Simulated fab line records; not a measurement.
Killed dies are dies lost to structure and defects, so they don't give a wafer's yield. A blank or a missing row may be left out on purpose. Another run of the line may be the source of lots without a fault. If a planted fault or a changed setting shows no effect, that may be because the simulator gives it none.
Check of tool commonality :: flow sky130 :: 14 lots, 42 wafers sampled

## WHY THIS WAS OPENED
Of 14 lots, 2 have the reading FIELD_ISO_OXIDATION_00_THK flagged at SKY_FIELD_ISO_THK_MEAS_02. Wafers without a fault read 12.11 nm, standard deviation 0.24.
Rule: flag the lot when none of its wafers has a number, or when each of its wafers that has one lies beyond 4 standard deviations from that mean. The rest of the lots are taken to be sound.

lot: L875
measured: day 1 12:07
on: film-metro-02
FIELD_ISO_OXIDATION_00_THK (nm), wafer by wafer: 12.33 12.44 12.43
flag: 

lot: L883
measured: day 3 03:38
on: film-metro-03
FIELD_ISO_OXIDATION_00_THK (nm), wafer by wafer: 15.01 14.85 14.84
flag: FLAGGED

lot: L887
measured: day 3 23:38
on: film-metro-03
FIELD_ISO_OXIDATION_00_THK (nm), wafer by wafer: 14.65 14.49 14.87
flag: FLAGGED

lot: L888
measured: day 4 05:26
on: film-metro-02
FIELD_ISO_OXIDATION_00_THK (nm), wafer by wafer: 12.47 12.39 12.24
flag: 

lot: L889
measured: day 4 11:16
on: film-metro-04
FIELD_ISO_OXIDATION_00_THK (nm), wafer by wafer: 12.60 12.41 12.48
flag: 

lot: L890
measured: day 4 15:46
on: film-metro-02
FIELD_ISO_OXIDATION_00_THK (nm), wafer by wafer: 11.92 11.90 12.12
flag: 

lot: L891
measured: day 4 19:39
on: film-metro-02
FIELD_ISO_OXIDATION_00_THK (nm), wafer by wafer: 12.15 12.07 12.11
flag: 

lot: L892
measured: day 5 02:01
on: film-metro-04
FIELD_ISO_OXIDATION_00_THK (nm), wafer by wafer: 11.65 11.62 11.75
flag: 

lot: L893
measured: day 5 05:38
on: film-metro-02
FIELD_ISO_OXIDATION_00_THK (nm), wafer by wafer: 12.18 12.21 12.06
flag: 

lot: L894
measured: day 5 10:38
on: film-metro-02
FIELD_ISO_OXIDATION_00_THK (nm), wafer by wafer: 11.70 11.87 11.81
flag: 

lot: L895
measured: day 5 16:22
on: film-metro-02
FIELD_ISO_OXIDATION_00_THK (nm), wafer by wafer: 12.17 12.13 11.98
flag: 

lot: L896
measured: day 5 23:18
on: film-metro-02
FIELD_ISO_OXIDATION_00_THK (nm), wafer by wafer: 11.84 12.05 11.99
flag: 

lot: L897
measured: day 6 06:08
on: film-metro-04
FIELD_ISO_OXIDATION_00_THK (nm), wafer by wafer: 12.11 11.83 11.86
flag: 

lot: L898
measured: day 6 14:27
on: film-metro-04
FIELD_ISO_OXIDATION_00_THK (nm), wafer by wafer: 12.00 11.92 11.99
flag: 
The numbers of the flagged lots are 14.79 nm on average: +2.68 nm against the usual, or +11 standard deviations.

## TOOL THAT RAN EACH LOT
Before the reading, the record contains 0 process steps out of a 708-step route. Every cell lists first the tool, next ch and the chambers used by the sampled wafers, and last the start.
lot: L875
flag: 

lot: L883
flag: FLAGGED

lot: L887
flag: FLAGGED

lot: L888
flag: 

lot: L889
flag: 

lot: L890
flag: 

lot: L891
flag: 

lot: L892
flag: 

lot: L893
flag: 

lot: L894
flag: 

lot: L895
flag: 

lot: L896
flag: 

lot: L897
flag: 

lot: L898
flag: 
What is done by these steps:
- SKY_FIELD_ISO_THK_MEAS_02

## FLAGGED AGAINST TOTAL, ONE TOOL AT A TIME (gauges that did the reading follow at the end)
step: SKY_FIELD_ISO_THK_MEAS_02
tool: film-metro-02
lots run: 8
flagged: 0
share of the flagged lots: none
sound lots run after its first flagged lot: -

step: SKY_FIELD_ISO_THK_MEAS_02
tool: film-metro-03
lots run: 2
flagged: 2
share of the flagged lots: all
sound lots run after its first flagged lot: 0

step: SKY_FIELD_ISO_THK_MEAS_02
tool: film-metro-04
lots run: 4
flagged: 0
share of the flagged lots: none
sound lots run after its first flagged lot: -

## WHAT THE TABLE ALLOWS
All flagged lots share 1 row of the table, namely film-metro-03 at SKY_FIELD_ISO_THK_MEAS_02.
- film-metro-03 at SKY_FIELD_ISO_THK_MEAS_02: 2 of its 2 lots flagged. No sound lot ran on it before its first flagged lot in this sample; the start therefore can't be narrowed down.
What remains is a single tool, film-metro-03 at SKY_FIELD_ISO_THK_MEAS_02.

## WHAT THE SIMULATOR PUT IN
Metrology matching offset: film-metro-03, from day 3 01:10 on, at SKY_FIELD_ISO_THK_MEAS_02. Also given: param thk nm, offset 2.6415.
Lots struck among those shown: L883, L887. The rule given above showed the same thing.
